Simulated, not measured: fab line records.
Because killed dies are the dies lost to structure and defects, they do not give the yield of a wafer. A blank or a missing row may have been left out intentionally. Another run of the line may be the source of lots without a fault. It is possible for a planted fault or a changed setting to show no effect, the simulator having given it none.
The tool behind it: which one? || flow gf180mcu || 45 wafers from 15 lots sampled at 4 of the route's 602 steps

WHAT THE GAUGES SHOWED, per wafer
GF_V5_THK_MEAS_01.
{"lot": "L435", "measured": "day 26 12:17", "on": "filmMetro-02", "V5_CVD_00_THK (nm)": "300 297 296"}
{"lot": "L434", "measured": "day 26 15:22", "on": "filmMetro-02", "V5_CVD_00_THK (nm)": "305 304 301"}
{"lot": "L436", "measured": "day 26 22:47", "on": "filmMetro-01", "V5_CVD_00_THK (nm)": "299 294 296"}
{"lot": "L437", "measured": "day 27 12:38", "on": "filmMetro-01", "V5_CVD_00_THK (nm)": "300 300 298"}
{"lot": "L438", "measured": "day 27 18:05", "on": "filmMetro-02", "V5_CVD_00_THK (nm)": "301 302 298"}
{"lot": "L439", "measured": "day 27 21:02", "on": "filmMetro-01", "V5_CVD_00_THK (nm)": "299 298 299"}
{"lot": "L440", "measured": "day 28 05:49", "on": "filmMetro-02", "V5_CVD_00_THK (nm)": "298 293 298"}
{"lot": "L442", "measured": "day 29 00:56", "on": "filmMetro-02", "V5_CVD_00_THK (nm)": "302 299 301"}
{"lot": "L443", "measured": "day 29 02:03", "on": "filmMetro-03", "V5_CVD_00_THK (nm)": "298 299 302"}
{"lot": "L444", "measured": "day 29 06:15", "on": "filmMetro-01", "V5_CVD_00_THK (nm)": "299 294 299"}
{"lot": "L445", "measured": "day 29 12:58", "on": "filmMetro-01", "V5_CVD_00_THK (nm)": "297 299 300"}
{"lot": "L457", "measured": "day 32 23:01", "on": "filmMetro-02", "V5_CVD_00_THK (nm)": "300 301 300"}

WHAT TOOL EACH LOT RAN ON (gives the tool, then ch and the chambers of the sampled wafers, and finally the start)
{"lot": "L435", "GF_V1_DEVELOP_13": "lithoTrack-02 ch 0, day 18 09:55", "GF_V1_CMP_26": "cmp-02 ch 1,2, day 18 11:18", "GF_V3_ETCH_16": "rieDiel-03 ch 1,2, day 22 14:57"}
{"lot": "L434", "GF_V1_DEVELOP_13": "lithoTrack-02 ch 0, day 18 12:07", "GF_V1_CMP_26": "cmp-02 ch 1,2, day 18 13:51", "GF_V3_ETCH_16": "rieDiel-03 ch 0,1,2, day 22 17:44"}
{"lot": "L436", "GF_V1_DEVELOP_13": "lithoTrack-02 ch 0, day 18 21:11", "GF_V1_CMP_26": "cmp-01 ch 0,1,3, day 18 22:53", "GF_V3_ETCH_16": "rieDiel-03 ch 0,1,2, day 23 02:43"}
{"lot": "L437", "GF_V1_DEVELOP_13": "lithoTrack-02 ch 0, day 19 13:14", "GF_V1_CMP_26": "cmp-01 ch 0,1,3, day 19 14:36", "GF_V3_ETCH_16": "rieDiel-04 ch 0,1,3, day 23 17:50"}
{"lot": "L438", "GF_V1_DEVELOP_13": "lithoTrack-02 ch 0, day 19 19:20", "GF_V1_CMP_26": "cmp-01 ch 1,2, day 19 20:44", "GF_V3_ETCH_16": "rieDiel-04 ch 0,2,3, day 24 00:08"}
{"lot": "L439", "GF_V1_DEVELOP_13": "lithoTrack-03 ch 0, day 19 21:33", "GF_V1_CMP_26": "cmp-02 ch 0,1, day 19 22:53", "GF_V3_ETCH_16": "rieDiel-04 ch 0,1,2, day 24 02:46"}
{"lot": "L440", "GF_V1_DEVELOP_13": "lithoTrack-03 ch 0, day 20 08:46", "GF_V1_CMP_26": "cmp-02 ch 0,2,3, day 20 10:08", "GF_V3_ETCH_16": "rieDiel-03 ch 1,2, day 24 12:49"}
{"lot": "L442", "GF_V1_DEVELOP_13": "lithoTrack-02 ch 0, day 21 03:16", "GF_V1_CMP_26": "cmp-02 ch 1,2,3, day 21 04:42", "GF_V3_ETCH_16": "rieDiel-01 ch 2,3, day 25 05:02"}
{"lot": "L443", "GF_V1_DEVELOP_13": "lithoTrack-01 ch 0, day 21 11:05", "GF_V1_CMP_26": "cmp-01 ch 2,3, day 21 12:28", "GF_V3_ETCH_16": "rieDiel-03 ch 2,3, day 25 10:53"}
{"lot": "L444", "GF_V1_DEVELOP_13": "lithoTrack-01 ch 0, day 21 20:04", "GF_V1_CMP_26": "cmp-01 ch 0,1,2, day 21 21:27", "GF_V3_ETCH_16": "rieDiel-01 ch 0,1,3, day 25 20:02"}
{"lot": "L445", "GF_V1_DEVELOP_13": "lithoTrack-03 ch 0, day 22 03:52", "GF_V1_CMP_26": "cmp-01 ch 0,1, day 22 05:11", "GF_V3_ETCH_16": "rieDiel-01 ch 0,2,3, day 26 02:38"}
{"lot": "L446", "GF_V1_DEVELOP_13": "lithoTrack-02, day 22 10:16", "GF_V1_CMP_26": "cmp-01 ch 0,2,3, day 22 11:43", "GF_V3_ETCH_16": "-"}
{"lot": "L447", "GF_V1_DEVELOP_13": "lithoTrack-03, day 22 17:05", "GF_V1_CMP_26": "cmp-01 ch 2,3, day 22 18:26", "GF_V3_ETCH_16": "-"}
{"lot": "L448", "GF_V1_DEVELOP_13": "lithoTrack-01, day 23 11:43", "GF_V1_CMP_26": "cmp-02 ch 2,3, day 23 13:05", "GF_V3_ETCH_16": "-"}
{"lot": "L457", "GF_V1_DEVELOP_13": "lithoTrack-03 ch 0, day 26 02:44", "GF_V1_CMP_26": "cmp-01 ch 0,1, day 26 04:02", "GF_V3_ETCH_16": "rieDiel-01 ch 0,1,2, day 29 19:23"}
- GF_V1_DEVELOP_13: develop time 60 s.
- GF_V1_CMP_26: polishes, stops on SiO2, t overpolish 15 s, target thk 0 nm.
- GF_V3_ETCH_16: etches BARC in N2/H2.

WHAT THE TOOLS THEMSELVES READ (means of the sampled wafers that have a number; where no wafer has one, the mark that the record gives instead)
GF_V1_DEVELOP_13.
{"lot": "L435", "tool": "lithoTrack-02", "chillPlateTempC (C)": 23.00}
{"lot": "L434", "tool": "lithoTrack-02", "chillPlateTempC (C)": 23.14}
{"lot": "L436", "tool": "lithoTrack-02", "chillPlateTempC (C)": 23.06}
{"lot": "L437", "tool": "lithoTrack-02", "chillPlateTempC (C)": 23.12}
{"lot": "L438", "tool": "lithoTrack-02", "chillPlateTempC (C)": 23.04}
{"lot": "L439", "tool": "lithoTrack-03", "chillPlateTempC (C)": 22.96}
{"lot": "L440", "tool": "lithoTrack-03", "chillPlateTempC (C)": 22.99}
{"lot": "L442", "tool": "lithoTrack-02", "chillPlateTempC (C)": 23.12}
{"lot": "L443", "tool": "lithoTrack-01", "chillPlateTempC (C)": 22.96}
{"lot": "L444", "tool": "lithoTrack-01", "chillPlateTempC (C)": 22.96}
{"lot": "L445", "tool": "lithoTrack-03", "chillPlateTempC (C)": 23.09}
{"lot": "L446", "tool": "lithoTrack-02", "chillPlateTempC (C)": "-"}
{"lot": "L447", "tool": "lithoTrack-03", "chillPlateTempC (C)": "-"}
{"lot": "L448", "tool": "lithoTrack-01", "chillPlateTempC (C)": "-"}
{"lot": "L457", "tool": "lithoTrack-03", "chillPlateTempC (C)": 23.12}

GF_V1_CMP_26.
{"lot": "L435", "tool": "cmp-02", "motorCurrentA (A)": 10.9}
{"lot": "L434", "tool": "cmp-02", "motorCurrentA (A)": 11.4}
{"lot": "L436", "tool": "cmp-01", "motorCurrentA (A)": 11.0}
{"lot": "L437", "tool": "cmp-01", "motorCurrentA (A)": 10.7}
{"lot": "L438", "tool": "cmp-01", "motorCurrentA (A)": 10.2}
{"lot": "L439", "tool": "cmp-02", "motorCurrentA (A)": 11.9}
{"lot": "L440", "tool": "cmp-02", "motorCurrentA (A)": 10.7}
{"lot": "L442", "tool": "cmp-02", "motorCurrentA (A)": 10.9}
{"lot": "L443", "tool": "cmp-01", "motorCurrentA (A)": 12.3}
{"lot": "L444", "tool": "cmp-01", "motorCurrentA (A)": 10.9}
{"lot": "L445", "tool": "cmp-01", "motorCurrentA (A)": 11.0}
{"lot": "L446", "tool": "cmp-01", "motorCurrentA (A)": 12.2}
{"lot": "L447", "tool": "cmp-01", "motorCurrentA (A)": 12.2}
{"lot": "L448", "tool": "cmp-02", "motorCurrentA (A)": 10.3}
{"lot": "L457", "tool": "cmp-01", "motorCurrentA (A)": 10.7}

GF_V3_ETCH_16.
{"lot": "L435", "tool": "rieDiel-03", "drypumpMotorCurrentA (A)": 6.3, "h2FlowSccm (sccm)": 199.9, "oesProductAu (a.u.)": 0.858, "throttleValvePct (%)": 13.218}
{"lot": "L434", "tool": "rieDiel-03", "drypumpMotorCurrentA (A)": 6.1, "h2FlowSccm (sccm)": 199.6, "oesProductAu (a.u.)": 0.854, "throttleValvePct (%)": 13.221}
{"lot": "L436", "tool": "rieDiel-03", "drypumpMotorCurrentA (A)": 6.0, "h2FlowSccm (sccm)": 200.4, "oesProductAu (a.u.)": 0.852, "throttleValvePct (%)": 13.230}
{"lot": "L437", "tool": "rieDiel-04", "drypumpMotorCurrentA (A)": 5.8, "h2FlowSccm (sccm)": 200.4, "oesProductAu (a.u.)": 0.852, "throttleValvePct (%)": 13.220}
{"lot": "L438", "tool": "rieDiel-04", "drypumpMotorCurrentA (A)": 6.1, "h2FlowSccm (sccm)": 199.6, "oesProductAu (a.u.)": 0.851, "throttleValvePct (%)": 13.213}
{"lot": "L439", "tool": "rieDiel-04", "drypumpMotorCurrentA (A)": 6.3, "h2FlowSccm (sccm)": 200.0, "oesProductAu (a.u.)": 0.858, "throttleValvePct (%)": 13.219}
{"lot": "L440", "tool": "rieDiel-03", "drypumpMotorCurrentA (A)": 5.9, "h2FlowSccm (sccm)": 199.8, "oesProductAu (a.u.)": 0.853, "throttleValvePct (%)": 13.228}
{"lot": "L442", "tool": "rieDiel-01", "drypumpMotorCurrentA (A)": 6.7, "h2FlowSccm (sccm)": 199.8, "oesProductAu (a.u.)": 0.859, "throttleValvePct (%)": 13.226}
{"lot": "L443", "tool": "rieDiel-03", "drypumpMotorCurrentA (A)": 5.3, "h2FlowSccm (sccm)": 200.5, "oesProductAu (a.u.)": 0.850, "throttleValvePct (%)": 13.226}
{"lot": "L444", "tool": "rieDiel-01", "drypumpMotorCurrentA (A)": 6.0, "h2FlowSccm (sccm)": 200.3, "oesProductAu (a.u.)": 0.852, "throttleValvePct (%)": 13.222}
{"lot": "L445", "tool": "rieDiel-01", "drypumpMotorCurrentA (A)": 6.2, "h2FlowSccm (sccm)": 199.6, "oesProductAu (a.u.)": 0.853, "throttleValvePct (%)": 13.224}
{"lot": "L457", "tool": "rieDiel-01", "drypumpMotorCurrentA (A)": 6.1, "h2FlowSccm (sccm)": 200.1, "oesProductAu (a.u.)": 0.853, "throttleValvePct (%)": 13.225}

THE ANSWER, worked out from the rows above alone
Rule: the usual values come from the lots themselves. Put in order of their means at a reading, lots are off if they are a third of the lots or fewer, leave a main group of 4 or more, and stand apart from it by a gap of 3 or more times the standard deviation of the main group's means; of several such gaps the widest counts. If all means in a main group match to the digits the tables above print for the reading, that group is not used. Also off: a lot with no number at a reading for which 4 or more lots have one. All remaining lots with rows at the step are treated as sound. The gauges are gone through in route order, then the tools' own readings, and for those a lot's mean is taken as printed above. At the first step where some lot is off, the reading lying furthest off is the one used; lots without a number count as furthest.
Off: L446, L447, L448, at GF_V1_DEVELOP_13 (chillPlateTempC). Without a number there: L446, L447, L448. For the main group the mean is 23.05 C and the standard deviation 0.068.
A tool fits if, at that step or a process step before it, it ran every lot that is off, and no sound lot after the first of them. Not one of the candidates tried fits.

WHAT HAD BEEN PUT IN BY THE SIMULATOR
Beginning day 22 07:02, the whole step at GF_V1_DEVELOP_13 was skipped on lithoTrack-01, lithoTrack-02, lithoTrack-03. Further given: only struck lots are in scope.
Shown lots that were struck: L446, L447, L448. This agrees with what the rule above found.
